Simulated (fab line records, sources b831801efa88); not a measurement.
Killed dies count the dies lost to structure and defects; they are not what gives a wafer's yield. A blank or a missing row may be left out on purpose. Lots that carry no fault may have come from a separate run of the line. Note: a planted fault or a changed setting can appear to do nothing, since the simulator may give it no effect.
fab line records -- flow sky130 -- part 1 of 2: steps 1 to 43 of 44
record: lots: 6, wafers: 18, last-day: 50
route steps=708 shown VIA3@588 METAL4@598 CAP2M@603 PAD_OPEN@708
lots untouched by any fault: they come from a run of this same line in which no faults occurred
start-h: hours from the record's opening day to when the first of the lot's shown wafers began -- wait-h: time in hours since the lot's previous step -- " the same as in the row above -- L1.1+2: a row that stands for several wafers -- - value missing, or start not given -- * or withheld: withheld -- < > ~ a bound
route shown NAME@n: names a module that has steps shown in the file, with the first one's number in the route -- usual: average and standard deviation across the fault-free wafers -- same: alike in all rows -- chamber/n: place in a boat -- sites: the reading at each site -- _std_site: how widely they spread, as a standard deviation -- _edge_site: outer sites' mean less inner sites' -- radius-mm: how far each site lies from the wafer's centre -- mask NAME#n: copy n -- behind: the most recent tool/chamber to have shaped the wafer -- hold: what put the lot on hold/how long, in hours/how the hold closed -- device: whichever transistor did not switch (one of n, p or np) -- end of line: at the end of the route, the tests of the same wafers -- a step given without rows: its recipe and nothing more -- killed: the dies lost at the first sort to structure and to defects; this is not the yield of the wafer -- map: a wafer's dies, marking killed ones x, the rest . and places with no die _
set.NAME: the setting that was run; set.NAME@STEP: the one run at that earlier step -- model.NAME: the simulator's own value behind a step, which no gauge read
a table for each step, a row for each wafer; lots at some steps of the route
services: when a tool's chamber went out of use (start-h, in hours from the record's first day, below 0 if earlier), for how many hours, and the reason
== steps ==
step: SKY_VIA3_ETCH_15
recipe: target: SiO2, chemistry: C4F8/O2/Ar, target-depth-nm: 507, stop-on: TiN, mask-material: KrF-thick, source-w: 1500, bias-w: 1200, pressure-mtorr: 40, c4f8-flow-sccm: withheld, O2_flow_sccm: 6, Ar_flow_sccm: 300, time-s: 78
step: SKY_VIA3_STRIP_16
recipe: chemistry: O2/N2, power-w: 1400, pressure-mtorr: 1500, platen-temp-c: withheld, o2-flow-sccm: 3000, n2-flow-sccm: 300, overash-fraction: 0.5
step: SKY_VIA3_STRIP_17
recipe: chemistry: post-etch-residue-remover, time-s: 1200, temp-c: 72.5
step: SKY_VIA3_CLEAN_18
recipe: chemistry: IPA, time-s: 180, temp-c: 25
step: SKY_VIA3_CLEAN_19
recipe: chemistry: O3/DIW, dry: n2-spin
step: SKY_VIA3_SPUTTER_20
recipe: material: TiN, target-thk-nm: 20, chamber-pressure-pa: 5, power-w: 4000, time-s: 80
usual: throttle-valve-pct: 29.9/0.99
lot.wafer,tool,chamber,start-h,wait-h,throttle-valve-pct
L782.1,pvd-sputter-03,-,970.60,0.0,28.5
L782.3,pvd-sputter-03,-,970.60,0.0,30.1
L782.4,pvd-sputter-03,-,970.60,0.0,30.1
L789.2,pvd-sputter-02,-,997.34,0.0,29.8
L789.5,pvd-sputter-02,-,997.34,0.0,30.1
L789.6,pvd-sputter-02,-,997.34,0.0,30.2
L791.1,pvd-sputter-04,-,1013.59,0.0,29.3
L791.3,pvd-sputter-04,-,1013.59,0.0,29.5
L791.4,pvd-sputter-04,-,1013.59,0.0,28.7
L792.2,pvd-sputter-04,-,1024.71,0.0,30.5
L792.4,pvd-sputter-04,-,1024.71,0.0,29.7
L792.6,pvd-sputter-04,-,1024.71,0.0,29.0
L797.1,pvd-sputter-04,-,1057.24,0.0,29.5
L797.2,pvd-sputter-04,-,1057.24,0.0,28.8
L797.5,pvd-sputter-04,-,1057.24,0.0,29.2
L801.1,pvd-sputter-04,-,1079.78,0.0,29.5
L801.4,pvd-sputter-04,-,1079.78,0.0,30.7
L801.5,pvd-sputter-04,-,1079.78,0.0,29.7
step: SKY_VIA3_CVD_21
recipe: material: W, target-thk-nm: 390, time-s: 117.31, temp-c: 400, pressure-torr: 40
step: SKY_VIA3_RS_MEAS_22
recipe: thk-meas-gauge: four-point-probe, reads: W_of_VIA3_CVD_21+TiN_of_VIA3_SPUTTER_20
usual: VIA3_W_RS: 0.2956/0.0028
lot.wafer,tool,chamber,start-h,wait-h,VIA3_W_RS[ohm/sq]
L782.1,film-metro-04,-,970.78,0.1,0.2933
L782.3,film-metro-04,-,970.78,0.1,0.2962
L782.4,film-metro-04,-,970.78,0.1,0.2962
L789.2,film-metro-04,-,997.54,0.1,0.2940
L789.5,film-metro-04,-,997.54,0.1,0.2957
L789.6,film-metro-04,-,997.54,0.1,0.2942
L791.1,film-metro-03,-,1013.77,0.1,0.2993
L791.3,film-metro-03,-,1013.77,0.1,0.2995
L791.4,film-metro-03,-,1013.77,0.1,0.2980
L792.2,film-metro-02,-,1024.92,0.1,0.2946
L792.4,film-metro-02,-,1024.92,0.1,0.2929
L792.6,film-metro-02,-,1024.92,0.1,0.2956
L797.1,film-metro-04,-,1057.43,0.1,0.2955
L797.2,film-metro-04,-,1057.43,0.1,0.2923
L797.5,film-metro-04,-,1057.43,0.1,0.2969
L801.1,film-metro-04,-,1079.96,0.1,0.2974
L801.4,film-metro-04,-,1079.96,0.1,0.2978
L801.5,film-metro-04,-,1079.96,0.1,0.2985
step: SKY_VIA3_THK_MEAS_23
recipe: thk-meas-gauge: xrf, reads: W_of_VIA3_CVD_21
usual: VIA3_W_THK: 401/7.5
lot.wafer,tool,chamber,start-h,wait-h,VIA3_W_THK[nm]
L782.1,film-metro-04,-,970.90,0.1,396
L782.3,film-metro-04,-,970.90,0.1,392
L782.4,film-metro-04,-,970.90,0.1,392
L789.2,film-metro-04,-,997.65,0.1,394
L789.5,film-metro-04,-,997.65,0.1,394
L789.6,film-metro-04,-,997.65,0.1,396
L791.1,film-metro-03,-,1013.89,0.1,401
L791.3,film-metro-03,-,1013.89,0.1,400
L791.4,film-metro-03,-,1013.89,0.1,405
L792.2,film-metro-02,-,1025.03,0.1,404
L792.4,film-metro-02,-,1025.03,0.1,408
L792.6,film-metro-02,-,1025.03,0.1,403
L797.1,film-metro-04,-,1057.55,0.1,398
L797.2,film-metro-04,-,1057.55,0.1,399
L797.5,film-metro-04,-,1057.55,0.1,394
L801.1,film-metro-04,-,1080.08,0.1,392
L801.4,film-metro-04,-,1080.08,0.1,391
L801.5,film-metro-04,-,1080.08,0.1,390
step: SKY_VIA3_CMP_24
recipe: stop-on: SiO2, t-overpolish-s: 20, down-force-psi: 3.5, platen-rpm: 60, target-thk-nm: 0, pad-velocity-m-s: 0.94248
usual: motor-current-A: 10.6/0.91, overpolish-run-s: 20.000/0.0088, time-to-endpoint-s: 94.2/2.8
same: t-overpolish-s: 20
lot.wafer,tool,chamber,start-h,wait-h,motor-current-A,overpolish-run-s,time-to-endpoint-s
L782.4,cmp-02,3,970.96,0.0,9.4,20.000,89.7
L782.3,cmp-02,0,970.96,0.0,11.0,19.995,92.1
L782.1,cmp-02,2,970.96,0.0,10.6,19.990,95.8
L789.2,cmp-01,0,997.75,0.1,11.7,19.994,98.7
L789.6,cmp-01,3,997.75,0.1,10.9,19.992,96.0
L789.5,cmp-01,0,997.75,0.1,11.9,20.000,97.3
L791.3,cmp-01,3,1013.95,0.0,10.4,20.004,90.9
L791.1,cmp-01,0,1013.95,0.0,12.3,19.998,92.1
L791.4,cmp-01,1,1013.95,0.0,11.5,19.982,93.3
L792.2,cmp-01,3,1025.18,0.1,11.0,19.999,93.2
L792.4,cmp-01,0,1025.18,0.1,12.0,19.990,93.5
L792.6,cmp-01,1,1025.18,0.1,10.9,20.006,95.6
L797.2,cmp-01,2,1057.61,0.0,10.3,20.008,97.0
L797.1,cmp-01,3,1057.61,0.0,10.2,20.018,93.5
L797.5,cmp-01,2,1057.61,0.0,10.3,20.000,90.8
L801.4,cmp-02,0,1080.19,0.1,11.0,19.990,90.4
L801.1,cmp-02,2,1080.19,0.1,11.1,19.991,93.3
L801.5,cmp-02,3,1080.19,0.1,8.5,19.985,91.2
step: SKY_METAL4_SPUTTER_00
recipe: material: Ti, target-thk-nm: 15, power-w: 3000, time-s: 10, chamber-pressure-pa: 0.4
usual: throttle-valve-pct: 30.0/0.99
lot.wafer,tool,chamber,start-h,wait-h,throttle-valve-pct
L782.1,pvd-sputter-01,-,971.26,0.1,29.5
L782.3,pvd-sputter-01,-,971.26,0.1,29.8
L782.4,pvd-sputter-01,-,971.26,0.1,30.6
L789.2,pvd-sputter-01,-,998.00,0.2,28.9
L789.5,pvd-sputter-01,-,998.00,0.2,28.9
L789.6,pvd-sputter-01,-,998.00,0.2,29.9
L791.1,pvd-sputter-01,-,1014.25,0.2,29.8
L791.3,pvd-sputter-01,-,1014.25,0.2,30.4
L791.4,pvd-sputter-01,-,1014.25,0.2,28.8
L792.2,pvd-sputter-02,-,1025.38,0.1,32.3
L792.4,pvd-sputter-02,-,1025.38,0.1,30.4
L792.6,pvd-sputter-02,-,1025.38,0.1,29.9
L797.1,pvd-sputter-03,-,1057.91,0.2,29.2
L797.2,pvd-sputter-03,-,1057.91,0.2,28.1
L797.5,pvd-sputter-03,-,1057.91,0.2,29.9
L801.1,pvd-sputter-03,-,1080.44,0.1,30.3
L801.4,pvd-sputter-03,-,1080.44,0.1,30.1
L801.5,pvd-sputter-03,-,1080.44,0.1,28.6
step: SKY_METAL4_SPUTTER_01
recipe: material: TiN, target-thk-nm: 20, power-w: 6500, time-s: 16.7, chamber-pressure-pa: 0.4
step: SKY_METAL4_SPUTTER_02
recipe: material: AlCu, target-thk-nm: 735, power-w: 10600, time-s: 39.1, chamber-pressure-pa: 0.4
usual: throttle-valve-pct: 30.0/0.99
lot.wafer,tool,chamber,start-h,wait-h,throttle-valve-pct,model.AlCu_of_METAL4_SPUTTER_02.thk-nm
L782.1,pvd-sputter-01,-,971.31,0.0,29.4,732.9
L782.3,pvd-sputter-01,-,971.31,0.0,29.9,730.8
L782.4,pvd-sputter-01,-,971.31,0.0,30.6,736
L789.2,pvd-sputter-01,-,998.05,0.0,28.8,508
L789.5,pvd-sputter-01,-,998.05,0.0,28.7,511.7
L789.6,pvd-sputter-01,-,998.05,0.0,30.0,506
L791.1,pvd-sputter-01,-,1014.30,0.0,29.8,513.2
L791.3,pvd-sputter-01,-,1014.30,0.0,30.3,515.1
L791.4,pvd-sputter-01,-,1014.30,0.0,28.9,512.8
L792.2,pvd-sputter-02,-,1025.43,0.0,32.5,734.6
L792.4,pvd-sputter-02,-,1025.43,0.0,30.0,742.2
L792.6,pvd-sputter-02,-,1025.43,0.0,29.9,741.2
L797.1,pvd-sputter-03,-,1057.95,0.0,29.2,742.5
L797.2,pvd-sputter-03,-,1057.95,0.0,28.2,740.2
L797.5,pvd-sputter-03,-,1057.95,0.0,30.3,740.7
L801.1,pvd-sputter-03,-,1080.49,0.0,29.7,730.2
L801.4,pvd-sputter-03,-,1080.49,0.0,29.7,725.5
L801.5,pvd-sputter-03,-,1080.49,0.0,28.9,731.3
step: SKY_METAL4_SPUTTER_03
recipe: material: Ti, target-thk-nm: 5, power-w: 3000, time-s: 3.3, chamber-pressure-pa: 0.4
step: SKY_METAL4_SPUTTER_04
recipe: material: TiN, target-thk-nm: 70, power-w: 6500, time-s: 58.3, chamber-pressure-pa: 0.4
step: SKY_CAP2M_CVD_00
recipe: material: SiO2, target-thk-nm: 15.5, temp-c: 400, time-s: withheld, rf-w: 450
usual: heater-power-w: 688/79, rf-fwd-power-W: 442.8/2.9, susceptor-temp-C: 399.98/0.22
lot.wafer,tool,chamber,start-h,wait-h,heater-power-w,rf-fwd-power-W,susceptor-temp-C
L782.1,pecvd-01,1,971.42,0.0,680,447.3,399.69
L782.3,pecvd-01,2,971.42,0.0,862,443.7,399.97
L782.4,pecvd-01,1,971.42,0.0,682,446.1,399.79
L789.2,pecvd-01,1,998.15,0.0,705,445.5,400.15
L789.5,pecvd-01,2,998.15,0.0,754,443.1,399.93
L789.6,pecvd-01,1,998.15,0.0,697,446.8,400.16
L791.1,pecvd-01,0,1014.40,0.0,567,446.0,400.01
L791.3,pecvd-01,2,1014.40,0.0,809,444.6,400.05
L791.4,pecvd-01,2,1014.40,0.0,804,444.1,399.77
L792.2,pecvd-04,0,1025.53,0.0,652,438.6,399.78
L792.4,pecvd-04,0,1025.53,0.0,634,437.6,399.82
L792.6,pecvd-04,2,1025.53,0.0,717,446.0,400.34
L797.1,pecvd-04,1,1058.06,0.0,624,441.9,399.90
L797.2,pecvd-04,2,1058.06,0.0,799,444.6,399.99
L797.5,pecvd-04,2,1058.06,0.0,766,444.9,399.74
L801.1,pecvd-01,1,1080.60,0.0,725,444.4,400.06
L801.4,pecvd-01,2,1080.60,0.0,756,445.0,399.82
L801.5,pecvd-01,1,1080.60,0.0,708,446.7,400.24
step: SKY_CAP2M_THK_MEAS_01
recipe: reads: SiO2_of_CAP2M_CVD_00
usual: CAP2M_CVD_00_THK: 15.50/0.21
lot.wafer,tool,chamber,start-h,wait-h,CAP2M_CVD_00_THK[nm]
L782.1,film-metro-03,-,971.44,-,15.21
L782.3,film-metro-03,-,971.44,-,15.29
L782.4,film-metro-03,-,971.44,-,15.53
L789.2,film-metro-01,-,998.20,-,15.20
L789.5,film-metro-01,-,998.20,-,15.46
L789.6,film-metro-01,-,998.20,-,15.38
L791.1,film-metro-02,-,1014.43,-,15.10
L791.3,film-metro-02,-,1014.43,-,15.42
L791.4,film-metro-02,-,1014.43,-,15.54
L792.2,film-metro-03,-,1025.57,-,15.53
L792.4,film-metro-03,-,1025.57,-,15.55
L792.6,film-metro-03,-,1025.57,-,15.60
L797.1,film-metro-01,-,1058.08,-,15.39
L797.2,film-metro-01,-,1058.08,-,15.28
L797.5,film-metro-01,-,1058.08,-,15.65
L801.1,film-metro-02,-,1080.62,-,15.36
L801.4,film-metro-02,-,1080.62,-,15.50
L801.5,film-metro-02,-,1080.62,-,15.49
step: SKY_CAP2M_SPUTTER_02
recipe: material: TiN, target-thk-nm: 200, temp-c: 300, power-w: 6500, time-s: 166.7, chamber-pressure-pa: 0.4
step: SKY_CAP2M_RS_MEAS_03
recipe: thk-meas-gauge: four-point-probe, reads: TiN_of_CAP2M_SPUTTER_02
usual: CAP2M_TIN_RS: 6.91/0.058
lot.wafer,tool,chamber,start-h,wait-h,CAP2M_TIN_RS[ohm/sq]
L782.1,film-metro-02,-,971.61,0.1,6.89
L782.3,film-metro-02,-,971.61,0.1,6.89
L782.4,film-metro-02,-,971.61,0.1,6.91
L789.2,film-metro-03,-,998.38,0.1,6.94
L789.5,film-metro-03,-,998.38,0.1,6.91
L789.6,film-metro-03,-,998.38,0.1,6.90
L791.1,film-metro-01,-,1014.60,0.1,6.74
L791.3,film-metro-01,-,1014.60,0.1,6.80
L791.4,film-metro-01,-,1014.60,0.1,6.83
L792.2,film-metro-02,-,1025.75,0.1,6.98
L792.4,film-metro-02,-,1025.75,0.1,6.95
L792.6,film-metro-02,-,1025.75,0.1,6.96
L797.1,film-metro-03,-,1058.25,0.1,6.90
L797.2,film-metro-03,-,1058.25,0.1,6.92
L797.5,film-metro-03,-,1058.25,0.1,6.91
L801.1,film-metro-03,-,1080.79,0.1,6.82
L801.4,film-metro-03,-,1080.79,0.1,6.82
L801.5,film-metro-03,-,1080.79,0.1,6.82
step: SKY_CAP2M_THK_MEAS_04
recipe: thk-meas-gauge: xrf, reads: TiN_of_CAP2M_SPUTTER_02
usual: CAP2M_TIN_THK: 202.3/2.3
lot.wafer,tool,chamber,start-h,wait-h,CAP2M_TIN_THK[nm]
L782.1,film-metro-02,-,971.73,0.1,200.6
L782.3,film-metro-02,-,971.73,0.1,201.2
L782.4,film-metro-02,-,971.73,0.1,200.3
L789.2,film-metro-03,-,998.49,0.1,202.9
L789.5,film-metro-03,-,998.49,0.1,202.9
L789.6,film-metro-03,-,998.49,0.1,203.0
L791.1,film-metro-01,-,1014.72,0.1,206.7
L791.3,film-metro-01,-,1014.72,0.1,206.2
L791.4,film-metro-01,-,1014.72,0.1,205.0
L792.2,film-metro-02,-,1025.86,0.1,198.0
L792.4,film-metro-02,-,1025.86,0.1,199.7
L792.6,film-metro-02,-,1025.86,0.1,199.2
L797.1,film-metro-03,-,1058.37,0.1,204.5
L797.2,film-metro-03,-,1058.37,0.1,203.5
L797.5,film-metro-03,-,1058.37,0.1,203.7
L801.1,film-metro-03,-,1080.91,0.1,207.9
L801.4,film-metro-03,-,1080.91,0.1,207.2
L801.5,film-metro-03,-,1080.91,0.1,208.1
step: SKY_CAP2M_DEHYDRATE_05
recipe: temp-c: 200, time-s: 60
step: SKY_CAP2M_HMDS_06
recipe: prime-time-s: 60, prime-temp-c: 120
step: SKY_CAP2M_COAT_07
recipe: resist: NOVOLAK, spin-rpm: 3000, resist-thk-nm: 1140
step: SKY_CAP2M_SOFTBAKE_08
recipe: temp-c: 90, time-s: 60, resist: NOVOLAK
step: SKY_CAP2M_EXPOSE_09
recipe: mask-id: CAP2M, na: 0.6, source-shape: conventional, sigma-outer: 0.6, polarization: unpolarized, target-cd-nm: 1000, dose-mj: 159
step: SKY_CAP2M_PEB_10
recipe: temp-c: withheld, time-s: *, resist: NOVOLAK
step: SKY_CAP2M_DEVELOP_11
recipe: resist: NOVOLAK, developer: TMAH, develop-time-s: 60, dev-temp-c: 23
step: SKY_CAP2M_OVL_MEAS_12
usual: CAP2M_OVL: 0.6/1.6
lot.wafer,tool,chamber,start-h,wait-h,CAP2M_OVL[nm]
L782.1,overlay-01,-,994.06,0.1,1.1
L782.3,overlay-01,-,994.06,0.1,1.3
L782.4,overlay-01,-,994.06,0.1,2.6
L789.2,overlay-01,-,1020.52,0.1,0.6
L789.5,overlay-01,-,1020.52,0.1,0.2
L789.6,overlay-01,-,1020.52,0.1,0.4
L791.1,overlay-02,-,1037.14,0.1,1.8
L791.3,overlay-02,-,1037.14,0.1,1.6
L791.4,overlay-02,-,1037.14,0.1,0.9
L792.2,overlay-02,-,1047.48,0.1,1.7
L792.4,overlay-02,-,1047.48,0.1,1.4
L792.6,overlay-02,-,1047.48,0.1,-0.5
L797.1,overlay-02,-,1078.58,0.1,3.4
L797.2,overlay-02,-,1078.58,0.1,2.8
L797.5,overlay-02,-,1078.58,0.1,1.8
L801.1,overlay-01,-,1100.78,0.1,1.3
L801.4,overlay-01,-,1100.78,0.1,0.4
L801.5,overlay-01,-,1100.78,0.1,-0.9
step: SKY_CAP2M_METAL_ETCH_13
recipe: target-depth-nm: 220, stop-on: SiO2, chemistry: Cl2/BCl3, target: TiN, pressure-mtorr: 10, icp-w: 900, bias-w: 48.5, Cl2_flow_sccm: 60, bcl3-flow-sccm: 30, time-s: 62.9
usual: drypump-motor-current-A: 5.46/0.28, oes-product-au: 0.942/0.006, rf-fwd-power-W: 892/3.7, throttle-valve-pct: 21.902/0.0091
lot.wafer,tool,chamber,start-h,wait-h,drypump-motor-current-A,oes-product-au,rf-fwd-power-W,rf-hours-counter-h,throttle-valve-pct
L782.1,rie-metal-02,1,994.10,0.0,5.23,0.942,888,17,21.899
L782.3,rie-metal-02,1,994.10,0.0,5.22,0.946,894,-,21.905
L782.4,rie-metal-02,0,994.10,0.0,6.01,0.944,894,-,21.904
L789.2,rie-metal-03,0,1020.55,0.0,5.56,0.940,894,3,21.897
L789.5,rie-metal-03,0,1020.55,0.0,5.57,0.932,896,-,21.894
L789.6,rie-metal-03,1,1020.55,0.0,5.30,0.944,890,-,21.895
L791.1,rie-metal-03,0,1037.17,0.0,5.57,0.956,891,4,21.882
L791.3,rie-metal-03,1,1037.17,0.0,5.30,0.948,890,-,21.900
L791.4,rie-metal-03,0,1037.17,0.0,5.56,0.947,896,-,21.895
L792.2,rie-metal-02,1,1047.51,0.0,5.22,0.938,892,19,21.895
L792.4,rie-metal-02,1,1047.51,0.0,5.21,0.940,889,-,21.901
L792.6,rie-metal-02,0,1047.51,0.0,6.01,0.941,893,-,21.909
L797.1,rie-metal-03,1,1078.63,0.0,5.30,0.943,884,22,21.909
L797.2,rie-metal-03,0,1078.63,0.0,5.57,0.944,897,7,21.892
L797.5,rie-metal-03,0,1078.63,0.0,5.57,0.949,897,-,21.890
L801.1,rie-metal-02,1,1100.81,0.0,5.21,0.945,887,25,21.902
L801.4,rie-metal-02,1,1100.81,0.0,5.21,0.951,897,-,21.892
L801.5,rie-metal-02,0,1100.81,0.0,6.00,0.951,892,-,21.896
step: SKY_CAP2M_STRIP_14
recipe: chemistry: O2/N2, power-w: 1400, pressure-mtorr: 1500, platen-temp-c: withheld, o2-flow-sccm: 3000, n2-flow-sccm: 300, overash-fraction: 0.5
step: SKY_CAP2M_STRIP_15
recipe: chemistry: post-etch-residue-remover, time-s: 1200, temp-c: 72.5
step: SKY_CAP2M_CLEAN_16
recipe: chemistry: IPA, time-s: 180, temp-c: 25
step: SKY_CAP2M_CLEAN_17
recipe: chemistry: O3/DIW, dry: n2-spin
step: SKY_METAL4_DEHYDRATE_05
recipe: temp-c: 200, time-s: 60
step: SKY_METAL4_HMDS_06
recipe: prime-time-s: 60, prime-temp-c: 120
step: SKY_METAL4_COAT_07
recipe: resist: BARC, temp-c: withheld, time-s: withheld, spin-rpm: 3000, resist-thk-nm: 60
step: SKY_METAL4_COAT_08
recipe: resist: KrF-thick, spin-rpm: 3000, resist-thk-nm: 1140
step: SKY_METAL4_SOFTBAKE_09
recipe: temp-c: 100, time-s: 90, resist: KrF-thick
step: SKY_METAL4_EXPOSE_10
recipe: mask-id: MM4, na: 0.68, source-shape: annular, sigma-inner: 0.4, sigma-outer: 0.8, target-cd-nm: 300, dose-mj: 28
step: SKY_METAL4_PEB_11
recipe: peb-temp-c: withheld, peb-time-s: withheld, resist: KrF-thick
step: SKY_METAL4_DEVELOP_12
recipe: develop-time-s: 60, resist: KrF-thick, dev-temp-c: 21
step: SKY_METAL4_CD_MEAS_13
recipe: target-cd-nm: 300
usual: cd-nm: 300.1/1.5
lot.wafer,tool,chamber,start-h,wait-h,cd-nm
L782.1,cd-sem-01,-,1017.44,-,301.4
L782.3,cd-sem-01,-,1017.44,-,300.7
L782.4,cd-sem-01,-,1017.44,-,299.2
L789.2,cd-sem-02,-,1042.85,-,300.9
L789.5,cd-sem-02,-,1042.85,-,299.5
L789.6,cd-sem-02,-,1042.85,-,300.5
L791.1,cd-sem-01,-,1059.44,-,297.9
L791.3,cd-sem-01,-,1059.44,-,298.4
L791.4,cd-sem-01,-,1059.44,-,297.4
L792.2,cd-sem-02,-,1068.90,-,301.3
L792.4,cd-sem-02,-,1068.90,-,301.9
L792.6,cd-sem-02,-,1068.90,-,300.5
L797.1,cd-sem-02,-,1099.99,-,299.3
L797.2,cd-sem-02,-,1099.99,-,299.6
L797.5,cd-sem-02,-,1099.99,-,298.7
L801.1,cd-sem-02,-,1121.49,-,300.9
L801.4,cd-sem-02,-,1121.49,-,301.6
L801.5,cd-sem-02,-,1121.49,-,301.4
step: SKY_METAL4_METAL_ETCH_18
recipe: target-depth-a: 8450, stop-on: SiO2, over-etch-frac: 0.3, time-s: 183.1, chemistry: Cl2/BCl3, resist-sidewall-deg: 88, pressure-mtorr: 10, icp-w: 900, bias-w: 48.5, Cl2_flow_sccm: 60, bcl3-flow-sccm: 30
usual: drypump-motor-current-A: 5.49/0.29, oes-product-au: 0.867/0.0061, rf-fwd-power-W: 896.8/2.5, throttle-valve-pct: 22.265/0.0092
lot.wafer,tool,chamber,start-h,wait-h,drypump-motor-current-A,oes-product-au,rf-fwd-power-W,rf-hours-counter-h,throttle-valve-pct
L782.1,rie-metal-04,1,1017.74,0.0,5.26,0.862,896.8,19,22.266
L782.3,rie-metal-04,0,1017.74,0.0,5.65,0.862,898.7,-,22.270
L782.4,rie-metal-04,1,1017.74,0.0,5.25,0.862,898.1,-,22.252
L789.2,rie-metal-02,0,1043.13,0.0,6.02,0.740,897.9,21,22.269
L789.5,rie-metal-02,0,1043.13,0.0,6.01,0.731,894.4,-,22.263
L789.6,rie-metal-02,1,1043.13,0.0,5.23,0.737,894.9,-,22.276
L791.1,rie-metal-03,1,1059.87,0.0,5.28,0.745,897.6,21,22.268
L791.3,rie-metal-03,1,1059.87,0.0,5.29,0.741,897.5,-,22.260
L791.4,rie-metal-03,0,1059.87,0.0,5.55,0.739,893.2,-,22.269
L792.2,rie-metal-04,1,1069.25,0.0,5.24,0.851,899.2,22,22.261
L792.4,rie-metal-04,1,1069.25,0.0,5.23,0.872,898.1,-,22.270
L792.6,rie-metal-04,1,1069.25,0.0,5.22,0.874,897.9,-,22.259
L797.1,rie-metal-03,1,1100.29,0.0,5.31,0.873,896.2,24,22.259
L797.2,rie-metal-03,0,1100.29,0.0,5.57,0.870,895.8,8,22.262
L797.5,rie-metal-03,1,1100.29,0.0,5.30,0.872,893.1,-,22.258
L801.1,rie-metal-04,1,1121.79,0.0,5.23,0.862,898.4,27,22.260
L801.4,rie-metal-04,1,1121.79,0.0,5.24,0.860,896.5,-,22.273
L801.5,rie-metal-04,0,1121.79,0.0,5.65,0.856,892.5,-,22.284
== key ==
first-sign: step: SKY_METAL4_METAL_ETCH_18, reading: oes-product-au, direction: down, sigmas: 21, usual: 0.867, struck: 0.739
effect none on later readings
model-effect: step: SKY_METAL4_SPUTTER_02, value: AlCu_of_METAL4_SPUTTER_02.thk-nm, without: 735.6, struck: 511.1
model-effect: step: SKY_PAD_OPEN_PROBE_99, value: etest.met4.line-ohm-um, without: 0.1431, struck: 0.207
met-at SKY_METAL4_SPUTTER_02
struck-wafers L789.2,L789.5,L789.6,L791.1,L791.3,L791.4
onset-between 971.31 998.05
also-fits SKY_METAL4_SPUTTER_00:pvd-sputter-01
fault: kind: process-parameter-drift, tool: pvd-sputter-01, chamber: -, onset-h: 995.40, steps: SKY_METAL4_SPUTTER_02, channel: target-thk-nm, offset: -224.47, shape: step, end-h: 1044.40, acts-in: these-recipes-only, stated: 735
